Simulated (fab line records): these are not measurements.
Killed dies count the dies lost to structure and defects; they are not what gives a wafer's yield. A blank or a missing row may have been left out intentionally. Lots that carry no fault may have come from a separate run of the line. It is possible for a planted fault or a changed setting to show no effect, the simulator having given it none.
What tool caused it? -- flow sky130 -- route of 708 steps, sampled at 1 step: 6 lots, 18 wafers

== WHAT EACH GAUGE READ, for each wafer ==
SKY_SONOS_ONO_THK_MEAS_01.
lot,measured,on,SONOS_ONO_OXIDATION_THK (nm)
L997,day 11 11:46,film-metro-01,2.57 2.58 2.55
L101,day 13 01:49,film-metro-01,2.53 2.62 2.58
L104,day 13 22:07,film-metro-02,2.57 2.58 2.61
L106,day 14 14:11,film-metro-02,2.68 2.58 2.69
L112,day 16 20:19,film-metro-01,2.61 2.58 2.69
L116,day 18 12:06,film-metro-01,2.71 2.71 2.65

== WHAT TOOL EACH LOT RAN ON (gives the tool, then ch and the chambers of the sampled wafers, and finally the start) ==
Before these readings, the record contains no process step.

== THE ANSWER, worked out from the rows above alone ==
Rule: the lots themselves supply what counts as usual. Put in order of their means at a reading, lots are off if they are a third of the lots or fewer, leave a main group of 4 or more, and stand apart from it by a gap of 3 or more times the standard deviation of the main group's means; of several such gaps the widest counts. Not used: any main group whose means are identical at the precision the tables above print for the reading. Also off: a lot with no number at a reading for which 4 or more lots have one. Any other lot the step has rows for is counted as sound.
None of the lots is off at any reading shown; this tells nothing.

== WHAT THE SIMULATOR HAD INSERTED ==
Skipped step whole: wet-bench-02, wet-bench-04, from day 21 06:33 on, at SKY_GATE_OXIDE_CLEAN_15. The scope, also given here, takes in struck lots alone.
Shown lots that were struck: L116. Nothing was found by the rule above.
